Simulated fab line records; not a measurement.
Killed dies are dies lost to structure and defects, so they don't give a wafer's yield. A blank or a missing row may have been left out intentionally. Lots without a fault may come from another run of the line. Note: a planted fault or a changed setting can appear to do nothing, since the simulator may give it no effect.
fab line records ; flow sky130
[record] lots = 14; wafers = 42; lastDay = 50
route steps=708 shown DNWELL@43 PWDE@54 NWELL@82 VT_ADJUST_HVTP@92 VT_ADJUST_LVTN@115
lots that met no fault: from a run of the same line without faults
startH: hours from the record's first day to the start of the lot's first wafer shown ; waitH: how many hours have passed since the lot's step before this one ; " the same as in the row above ; L1.1+2: a single row standing in for several wafers ; - no value, or no start was given ; * or withheld: withheld ; < > ~ a bound
route shown NAME@n: a module of which the file shows steps, and the number in the route of the first ; usual: mean and standard deviation over wafers with no fault ; same: alike in all rows ; chamber/n: place in a boat ; sites: per-site readings ; _std_site: the values' standard deviation ; _edge_site: the outer-site mean with the inner-site mean subtracted ; radiusMm: how far each site lies from the wafer's centre ; mask NAME#n: copy n ; behind: the tool/chamber that last shaped the wafer ; hold: cause of the lot's hold/its duration in hours/its outcome ; device: the transistor (n, p or np) that didn't switch ; end of line: the same wafers' tests at the end of the route ; a step given without rows: its recipe and nothing more ; killed: at the first sort, the dies lost to defects and structure; wafer yield is something else ; map: per-die view of a wafer (x killed, . not killed, _ where there is no die)
set.NAME: the setting that was run; set.NAME@STEP: the one run at that earlier step ; model.NAME: the simulator's own value behind a step, which no gauge read
route steps across a sampled set of lots; one table per step, one row per wafer
services: a tool's chamber out of use, with start hour (startH, from the record's first day; less than 0 if before it), hours out, and reason
[[steps]]
[step SKY_DNWELL_STRIP_08]
[recipe] chemistry = O2/N2; powerW = 1400; pressureMtorr = 1500; platenTempC = withheld; o2FlowSccm = 3000; n2FlowSccm = 300; overashFraction = 0.5
[usual] chamberPressureMTorr = 1500.0/1.2; drypumpMotorCurrentA = 5.7/0.32; n2FlowSccm = 300.1/0.89; oesProductAu = 0.722/0.0046; stripTimeToEndpointS = 36.94/0.11
lot.wafer;tool;chamber;startH;waitH;chamberPressureMTorr;drypumpMotorCurrentA;n2FlowSccm;oesProductAu;rfHoursCounterH;stripTimeToEndpointS
L447.1;plasmaAsher-02;1;51.09;0.1;1500.7;5.9;300.1;0.719;39;36.79
L447.3;plasmaAsher-02;1;51.09;0.1;1500.2;5.9;299.4;0.725;-;36.84
L447.5;plasmaAsher-02;1;51.09;0.1;1499.8;5.9;300.5;0.723;-;36.92
L448.3;plasmaAsher-03;1;61.73;0.1;1500.2;5.8;299.6;0.719;-;36.84
L448.4;plasmaAsher-03;0;61.73;0.1;1498.7;6.2;300.9;0.726;-;36.91
L448.5;plasmaAsher-03;0;61.73;0.1;1499.4;6.2;301.4;0.726;-;36.85
L449.2;plasmaAsher-01;0;80.84;0.1;1497.1;5.6;299.1;0.730;38;37.01
L449.5;plasmaAsher-01;0;80.84;0.1;1500.6;5.6;299.8;0.722;-;36.95
L449.6;plasmaAsher-01;1;80.84;0.1;1499.5;5.8;298.8;0.726;-;37.11
L450.1;plasmaAsher-03;1;80.99;0.1;1499.1;5.8;298.4;0.728;27;36.80
L450.3;plasmaAsher-03;0;80.99;0.1;1498.9;6.2;300.2;0.720;-;36.78
L450.5;plasmaAsher-03;0;80.99;0.1;1498.8;6.2;299.8;0.718;-;36.82
L451.3;plasmaAsher-01;1;92.36;0.1;1498.8;5.9;300.3;0.719;-;36.85
L451.4;plasmaAsher-01;0;92.36;0.1;1500.9;5.6;299.0;0.733;-;36.84
L451.6;plasmaAsher-01;1;92.36;0.1;1498.2;5.8;300.3;0.720;-;37.01
L452.1;plasmaAsher-02;0;92.59;0.1;1499.6;5.1;299.9;0.721;42;37.05
L452.3;plasmaAsher-02;0;92.59;0.1;1498.7;5.1;301.3;0.728;-;37.06
L452.5;plasmaAsher-02;0;92.59;0.1;1499.2;5.1;300.4;0.724;-;36.92
L454.1;plasmaAsher-03;1;95.79;0.1;1500.6;5.8;301.4;0.720;29;37.09
L454.4;plasmaAsher-03;1;95.79;0.1;1499.8;5.8;300.3;0.721;-;37.20
L454.6;plasmaAsher-03;0;95.79;0.1;1497.0;6.2;298.3;0.716;-;37.06
L455.2;plasmaAsher-03;0;100.29;0.2;1500.9;6.2;299.1;0.717;29;37.05
L455.3;plasmaAsher-03;0;100.29;0.2;1500.4;6.2;300.1;0.729;-;36.87
L455.5;plasmaAsher-03;1;100.29;0.2;1499.0;5.8;300.0;0.734;-;37.06
L456.1;plasmaAsher-02;0;100.78;0.1;1499.8;5.1;299.6;0.722;43;36.95
L456.2;plasmaAsher-02;1;100.78;0.1;1500.1;5.9;300.0;0.717;43;36.87
L456.6;plasmaAsher-02;0;100.78;0.1;1500.8;5.1;300.8;0.722;-;36.94
L462.1;plasmaAsher-03;1;131.38;0.1;-;-;-;-;-;-
L462.3;plasmaAsher-03;1;131.38;0.1;-;-;-;-;-;-
L462.6;plasmaAsher-03;1;131.38;0.1;-;-;-;-;-;-
L461.2;plasmaAsher-02;0;131.73;0.1;-;-;-;-;-;-
L461.3;plasmaAsher-02;0;131.73;0.1;-;-;-;-;-;-
L461.5;plasmaAsher-02;0;131.73;0.1;-;-;-;-;-;-
L467.1;plasmaAsher-03;0;171.29;0.1;1498.8;6.2;299.6;0.717;36;36.95
L467.4;plasmaAsher-03;1;171.29;0.1;1500.1;5.8;300.0;0.724;-;36.89
L467.6;plasmaAsher-03;1;171.29;0.1;1501.0;5.8;302.0;0.712;-;37.08
L469.3;plasmaAsher-03;1;174.23;0.1;1501.8;5.8;299.8;0.721;-;36.97
L469.4;plasmaAsher-03;0;174.23;0.1;1500.5;6.2;300.1;0.717;-;36.89
L469.5;plasmaAsher-03;1;174.23;0.1;1499.3;5.8;299.7;0.723;-;36.97
L470.2;plasmaAsher-01;1;180.18;0.1;1502.1;5.9;300.8;0.719;49;36.98
L470.3;plasmaAsher-01;0;180.18;0.1;1499.4;5.6;301.1;0.719;-;37.07
L470.5;plasmaAsher-01;0;180.18;0.1;1498.3;5.6;299.3;0.713;-;36.90
[step SKY_PWDE_STRIP_09]
[recipe] chemistry = O2/N2; powerW = 1400; pressureMtorr = 1500; platenTempC = withheld; o2FlowSccm = 3000; n2FlowSccm = 300; overashFraction = 0.5
[usual] chamberPressureMTorr = 1499.9/1.5; drypumpMotorCurrentA = 5.7/0.53; n2FlowSccm = 300.1/0.81; oesProductAu = 0.723/0.0047; stripTimeToEndpointS = 36.94/0.11
lot.wafer;tool;chamber;startH;waitH;chamberPressureMTorr;drypumpMotorCurrentA;n2FlowSccm;oesProductAu;rfHoursCounterH;stripTimeToEndpointS
L447.1;plasmaAsher-02;0;65.97;0.1;1499.1;5.1;299.6;0.720;40;36.95
L447.3;plasmaAsher-02;1;65.97;0.1;1499.9;5.9;301.4;0.720;-;37.05
L447.5;plasmaAsher-02;0;65.97;0.1;1500.0;5.1;300.3;0.718;-;36.98
L448.3;plasmaAsher-03;1;76.91;0.1;1499.6;5.8;299.5;0.725;-;36.97
L448.4;plasmaAsher-03;0;76.91;0.1;1499.9;6.2;301.0;0.717;-;37.04
L448.5;plasmaAsher-03;0;76.91;0.1;1500.3;6.2;299.5;0.728;-;36.95
L449.2;plasmaAsher-02;1;97.93;0.1;1501.1;5.8;299.4;0.722;43;36.90
L449.5;plasmaAsher-02;1;97.93;0.1;1501.0;5.8;300.2;0.719;-;36.92
L449.6;plasmaAsher-02;0;97.93;0.1;1500.2;5.1;299.6;0.725;-;36.87
L450.1;plasmaAsher-03;0;97.97;0.1;1497.4;6.2;300.1;0.722;29;37.13
L450.3;plasmaAsher-03;1;97.97;0.1;1501.3;5.8;300.2;0.721;-;37.02
L450.5;plasmaAsher-03;1;97.97;0.1;1499.7;5.8;299.8;0.726;-;37.16
L451.3;plasmaAsher-03;1;110.17;0.1;1497.8;5.8;300.2;0.722;-;36.97
L451.4;plasmaAsher-03;0;110.17;0.1;1502.5;6.2;300.1;0.734;-;36.87
L451.6;plasmaAsher-03;0;110.17;0.1;1499.1;6.2;300.5;0.715;-;36.92
L452.1;plasmaAsher-02;1;110.48;0.1;1496.1;5.8;298.9;0.728;44;37.06
L452.3;plasmaAsher-02;1;110.48;0.1;1498.9;5.9;301.2;0.717;-;37.15
L452.5;plasmaAsher-02;1;110.48;0.1;1499.5;5.8;299.9;0.723;-;37.03
L454.1;plasmaAsher-02;1;113.67;0.1;1496.6;5.9;299.3;0.724;44;36.77
L454.4;plasmaAsher-02;1;113.67;0.1;1498.8;5.9;300.3;0.724;-;36.72
L454.6;plasmaAsher-02;0;113.67;0.1;1500.1;5.1;299.6;0.724;-;36.78
L455.2;plasmaAsher-04;1;118.73;0.1;1502.8;4.8;301.3;0.727;0;36.89
L455.3;plasmaAsher-04;0;118.73;0.1;1500.5;6.3;300.4;0.722;-;36.87
L455.5;plasmaAsher-04;0;118.73;0.1;1500.2;6.3;300.9;0.730;-;36.95
L456.1;plasmaAsher-02;0;118.97;0.1;1501.1;5.1;299.6;0.725;45;36.94
L456.2;plasmaAsher-02;1;118.97;0.1;1500.1;5.9;300.6;0.723;45;36.99
L456.6;plasmaAsher-02;0;118.97;0.1;1501.2;5.1;301.0;0.732;-;37.02
L462.1;plasmaAsher-03;0;149.48;0.1;1501.1;6.3;297.6;0.744;34;81.17
L462.3;plasmaAsher-03;0;149.48;0.1;1498.0;6.2;297.8;0.738;-;81.31
L462.6;plasmaAsher-03;0;149.48;0.1;1499.0;6.2;298.9;0.746;-;81.16
L461.2;plasmaAsher-04;1;149.83;0.1;1499.9;4.8;301.3;0.739;3;81.33
L461.3;plasmaAsher-04;0;149.83;0.1;1499.9;6.3;301.2;0.741;-;81.12
L461.5;plasmaAsher-04;0;149.83;0.1;1502.9;6.3;302.1;0.734;-;81.34
L467.1;plasmaAsher-02;0;192.42;0.1;1498.0;5.1;298.7;0.724;52;36.78
L467.4;plasmaAsher-02;1;192.42;0.1;1498.2;5.9;299.3;0.729;-;36.84
L467.6;plasmaAsher-02;0;192.42;0.1;1501.0;5.1;299.7;0.724;-;36.82
L469.3;plasmaAsher-02;0;195.01;0.1;1499.5;5.1;300.6;0.718;-;37.00
L469.4;plasmaAsher-02;1;195.01;0.1;1502.6;5.9;299.8;0.723;-;36.96
L469.5;plasmaAsher-02;0;195.01;0.1;1499.5;5.1;300.1;0.727;-;36.98
L470.2;plasmaAsher-03;0;201.78;0.1;1501.3;6.2;301.9;0.723;39;36.96
L470.3;plasmaAsher-03;0;201.78;0.1;1496.6;6.2;301.9;0.725;-;36.99
L470.5;plasmaAsher-03;0;201.78;0.1;1500.9;6.2;301.3;0.727;-;36.97
[step SKY_PWDE_TW_MEAS_10]
[usual] PWDE_TW = 376.1/2.7
lot.wafer;tool;chamber;startH;waitH;PWDE_TW
L447.1;filmMetro-03;-;66.07;0.1;379.9
L447.3;filmMetro-03;-;66.07;0.1;379.0
L447.5;filmMetro-03;-;66.07;0.1;377.4
L448.3;filmMetro-03;-;77.00;0.1;377.7
L448.4;filmMetro-03;-;77.00;0.1;378.7
L448.5;filmMetro-03;-;77.00;0.1;376.9
L449.2;filmMetro-02;-;98.04;0.1;376.3
L449.5;filmMetro-02;-;98.04;0.1;374.0
L449.6;filmMetro-02;-;98.04;0.1;374.7
L450.1;filmMetro-04;-;98.07;0.1;376.3
L450.3;filmMetro-04;-;98.07;0.1;378.7
L450.5;filmMetro-04;-;98.07;0.1;377.8
L451.3;filmMetro-02;-;110.25;0.1;372.3
L451.4;filmMetro-02;-;110.25;0.1;374.3
L451.6;filmMetro-02;-;110.25;0.1;371.6
L452.1;filmMetro-03;-;110.58;0.1;378.0
L452.3;filmMetro-03;-;110.58;0.1;377.8
L452.5;filmMetro-03;-;110.58;0.1;379.1
L454.1;filmMetro-04;-;113.77;0.1;378.8
L454.4;filmMetro-04;-;113.77;0.1;378.3
L454.6;filmMetro-04;-;113.77;0.1;376.9
L455.2;filmMetro-02;-;118.84;0.1;373.2
L455.3;filmMetro-02;-;118.84;0.1;375.8
L455.5;filmMetro-02;-;118.84;0.1;375.1
L456.1;filmMetro-04;-;119.07;0.1;375.8
L456.2;filmMetro-04;-;119.07;0.1;378.7
L456.6;filmMetro-04;-;119.07;0.1;375.5
L462.1;filmMetro-02;-;149.58;0.1;30.1
L462.3;filmMetro-02;-;149.58;0.1;30.0
L462.6;filmMetro-02;-;149.58;0.1;30.1
L461.2;filmMetro-02;-;149.94;0.1;30.1
L461.3;filmMetro-02;-;149.94;0.1;30.0
L461.5;filmMetro-02;-;149.94;0.1;30.1
L467.1;filmMetro-04;-;192.52;0.1;377.9
L467.4;filmMetro-04;-;192.52;0.1;377.4
L467.6;filmMetro-04;-;192.52;0.1;378.7
L469.3;filmMetro-02;-;195.10;0.1;369.5
L469.4;filmMetro-02;-;195.10;0.1;370.4
L469.5;filmMetro-02;-;195.10;0.1;368.6
L470.2;filmMetro-04;-;201.89;0.1;377.3
L470.3;filmMetro-04;-;201.89;0.1;377.2
L470.5;filmMetro-04;-;201.89;0.1;377.3
[step SKY_NWELL_RS_MEAS_29]
[recipe] thkMeasGauge = four-point-probe
[usual] NWELL_RS = 624.4/1.9
lot.wafer;tool;chamber;startH;waitH;NWELL_RS[ohm/sq]
L447.1;filmMetro-04;-;99.70;0.2;624.3
L447.3;filmMetro-04;-;99.70;0.2;625.8
L447.5;filmMetro-04;-;99.70;0.2;625.7
L448.3;filmMetro-03;-;112.48;0.1;621.7
L448.4;filmMetro-03;-;112.48;0.1;623.9
L448.5;filmMetro-03;-;112.48;0.1;624.7
L449.2;filmMetro-03;-;135.85;0.1;622.8
L449.5;filmMetro-03;-;135.85;0.1;622.7
L449.6;filmMetro-03;-;135.85;0.1;622.4
L450.1;filmMetro-04;-;136.18;0.1;625.8
L450.3;filmMetro-04;-;136.18;0.1;625.5
L450.5;filmMetro-04;-;136.18;0.1;627.6
L452.1;filmMetro-03;-;146.94;0.1;623.4
L452.3;filmMetro-03;-;146.94;0.1;622.6
L452.5;filmMetro-03;-;146.94;0.1;623.5
L451.3;filmMetro-04;-;148.48;0.1;623.7
L451.4;filmMetro-04;-;148.48;0.1;626.5
L451.6;filmMetro-04;-;148.48;0.1;622.7
L454.1;filmMetro-04;-;151.54;0.1;620.5
L454.4;filmMetro-04;-;151.54;0.1;621.8
L454.6;filmMetro-04;-;151.54;0.1;619.8
L455.2;filmMetro-02;-;156.11;0.1;621.9
L455.3;filmMetro-02;-;156.11;0.1;621.9
L455.5;filmMetro-02;-;156.11;0.1;623.9
L456.1;filmMetro-02;-;157.18;0.1;623.5
L456.2;filmMetro-02;-;157.18;0.1;625.3
L456.6;filmMetro-02;-;157.18;0.1;622.7
L462.1;filmMetro-02;-;190.28;0.1;624.3
L462.3;filmMetro-02;-;190.28;0.1;625.3
L462.6;filmMetro-02;-;190.28;0.1;626.5
L461.2;filmMetro-03;-;190.76;0.1;624.3
L461.3;filmMetro-03;-;190.76;0.1;624.9
L461.5;filmMetro-03;-;190.76;0.1;625.4
L467.1;filmMetro-03;-;236.79;0.1;623.2
L467.4;filmMetro-03;-;236.79;0.1;622.6
L467.6;filmMetro-03;-;236.79;0.1;623.7
L469.3;filmMetro-04;-;240.03;0.1;624.1
L469.4;filmMetro-04;-;240.03;0.1;622.6
L469.5;filmMetro-04;-;240.03;0.1;623.8
L470.2;filmMetro-02;-;248.20;0.1;628.0
L470.3;filmMetro-02;-;248.20;0.1;627.8
L470.5;filmMetro-02;-;248.20;0.1;627.8
[step SKY_VT_ADJUST_HVTP_CD_MEAS_07]
[recipe] targetCdNm = 380
[usual] cdNm = 380.6/3
lot.wafer;tool;chamber;startH;waitH;cdNm
L447.1;cdSem-01;-;117.55;0.1;379.0
L447.3;cdSem-01;-;117.55;0.1;377.4
L447.5;cdSem-01;-;117.55;0.1;378.0
L448.3;cdSem-01;-;130.29;0.1;377.5
L448.4;cdSem-01;-;130.29;0.1;376.9
L448.5;cdSem-01;-;130.29;0.1;377.8
L449.2;cdSem-01;-;154.37;0.1;379.3
L449.5;cdSem-01;-;154.37;0.1;379.4
L449.6;cdSem-01;-;154.37;0.1;377.8
L450.1;cdSem-01;-;154.65;0.1;385.3
L450.3;cdSem-01;-;154.65;0.1;384.7
L450.5;cdSem-01;-;154.65;0.1;385.7
L452.1;cdSem-01;-;166.74;0.1;383.8
L452.3;cdSem-01;-;166.74;0.1;383.4
L452.5;cdSem-01;-;166.74;0.1;380.0
L451.3;cdSem-01;-;168.28;0.1;379.3
L451.4;cdSem-01;-;168.28;0.1;378.8
L451.6;cdSem-01;-;168.28;0.1;379.6
L454.1;cdSem-02;-;172.04;0.1;385.0
L454.4;cdSem-02;-;172.04;0.1;385.1
L454.6;cdSem-02;-;172.04;0.1;385.8
L455.2;cdSem-02;-;175.66;0.1;384.0
L455.3;cdSem-02;-;175.66;0.1;383.6
L455.5;cdSem-02;-;175.66;0.1;382.5
L456.1;cdSem-01;-;177.30;0.1;379.2
L456.2;cdSem-01;-;177.30;0.1;379.5
L456.6;cdSem-01;-;177.30;0.1;382.9
L462.1;cdSem-02;-;211.90;0.1;380.0
L462.3;cdSem-02;-;211.90;0.1;383.3
L462.6;cdSem-02;-;211.90;0.1;382.1
L461.2;cdSem-01;-;212.01;0.1;379.7
L461.3;cdSem-01;-;212.01;0.1;376.8
L461.5;cdSem-01;-;212.01;0.1;381.0
L467.1;cdSem-01;-;260.74;0.1;382.0
L467.4;cdSem-01;-;260.74;0.1;381.9
L467.6;cdSem-01;-;260.74;0.1;379.6
L469.3;cdSem-01;-;263.48;0.1;376.6
L469.4;cdSem-01;-;263.48;0.1;380.0
L469.5;cdSem-01;-;263.48;0.1;382.1
L470.2;cdSem-02;-;272.26;0.1;381.9
L470.3;cdSem-02;-;272.26;0.1;379.2
L470.5;cdSem-02;-;272.26;0.1;382.1
[step SKY_VT_ADJUST_LVTN_OVL_MEAS_18]
[usual] VT_ADJUST_LVTN_01_OVL = -0.4/1.7
lot.wafer;tool;chamber;startH;waitH;VT_ADJUST_LVTN_01_OVL[nm]
L447.1;overlay-02;-;155.59;0.1;-2.8
L447.3;overlay-02;-;155.59;0.1;-2.1
L447.5;overlay-02;-;155.59;0.1;-1.2
L448.3;overlay-01;-;168.45;0.1;-0.7
L448.4;overlay-01;-;168.45;0.1;1.0
L448.5;overlay-01;-;168.45;0.1;0.2
L449.2;overlay-01;-;194.84;0.1;-2.1
L449.5;overlay-01;-;194.84;0.1;0.3
L449.6;overlay-01;-;194.84;0.1;-1.2
L450.1;overlay-02;-;195.03;0.1;-2.2
L450.3;overlay-02;-;195.03;0.1;-3.0
L450.5;overlay-02;-;195.03;0.1;-0.3
L452.1;overlay-01;-;208.78;0.1;-1.2
L452.3;overlay-01;-;208.78;0.1;0.9
L452.5;overlay-01;-;208.78;0.1;0.5
L451.3;overlay-01;-;210.85;0.1;-1.5
L451.4;overlay-01;-;210.85;0.1;1.3
L451.6;overlay-01;-;210.85;0.1;2.3
L454.1;overlay-01;-;214.88;0.1;1.9
L454.4;overlay-01;-;214.88;0.1;2.3
L454.6;overlay-01;-;214.88;0.1;1.6
L455.2;overlay-01;-;219.09;0.1;1.0
L455.3;overlay-01;-;219.09;0.1;-0.8
L455.5;overlay-01;-;219.09;0.1;1.2
L456.1;overlay-01;-;221.04;0.1;-0.2
L456.2;overlay-01;-;221.04;0.1;1.3
L456.6;overlay-01;-;221.04;0.1;-1.1
L462.1;overlay-02;-;258.09;0.1;1.4
L462.3;overlay-02;-;258.09;0.1;-0.1
L462.6;overlay-02;-;258.09;0.1;-0.4
L461.2;overlay-02;-;259.05;0.1;0.6
L461.3;overlay-02;-;259.05;0.1;-0.6
L461.5;overlay-02;-;259.05;0.1;-0.5
L467.1;overlay-02;-;311.04;0.1;1.1
L467.4;overlay-02;-;311.04;0.1;0.1
L467.6;overlay-02;-;311.04;0.1;0.8
L469.3;overlay-02;-;313.34;0.1;-1.4
L469.4;overlay-02;-;313.34;0.1;-0.7
L469.5;overlay-02;-;313.34;0.1;-1.1
L470.2;overlay-01;-;323.54;0.1;1.2
L470.3;overlay-01;-;323.54;0.1;-0.3
L470.5;overlay-01;-;323.54;0.1;2.3
[[services]]
tool;chamber;startH;hours;kind
plasmaAsher-02;-;73.61;7.6;pm
plasmaAsher-02;-;87.62;2.6;repair
plasmaAsher-04;-;108.75;9.0;pm
plasmaAsher-04;0;108.75;9.0;ventCycle
plasmaAsher-04;1;108.75;9.0;ventCycle
plasmaAsher-04;0;117.75;-;clean
plasmaAsher-04;1;117.75;-;clean
plasmaAsher-03;-;120.57;0.9;repair
plasmaAsher-02;-;174.60;5.1;repair
[[key]]
[firstSign] step = SKY_DNWELL_STRIP_08; reading = toolRecord; direction = missing
[effect] step = SKY_PWDE_STRIP_09; reading = stripTimeToEndpointS; direction = up; sigmas = 99+; usual = *; struck = *
[effect] step = SKY_PWDE_TW_MEAS_10; reading = PWDE_TW; direction = down; sigmas = 99+; usual = 376.1; struck = 30.1
metAt SKY_DNWELL_STRIP_08
struckLots L461,L462
sortLeftOut L461.2,L461.3,L461.5,L462.1,L462.3,L462.6
testerLeftOut L461,L462
notActingAt SKY_NWELL_RS_MEAS_29,SKY_VT_ADJUST_HVTP_CD_MEAS_07,SKY_VT_ADJUST_LVTN_OVL_MEAS_18
onsetBetween 100.78 131.38
[fault] kind = skippedStepWhole; tool = plasmaAsher-02,plasmaAsher-03; chamber = -; onsetH = 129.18; steps = SKY_DNWELL_STRIP_08; scope = struckLotsOnly
// testerLeftOut: of these lots the tester's yield and bins aren't shown, on N5 and GAA mostly nor the transistor test; their killed dies are dies lost to structure and defects alone, not to doping, threshold or leakage, so they don't give the yield
// sortLeftOut: the simulated sort isn't trusted on such a fault, so these wafers' sort isn't shown, and their yield isn't known
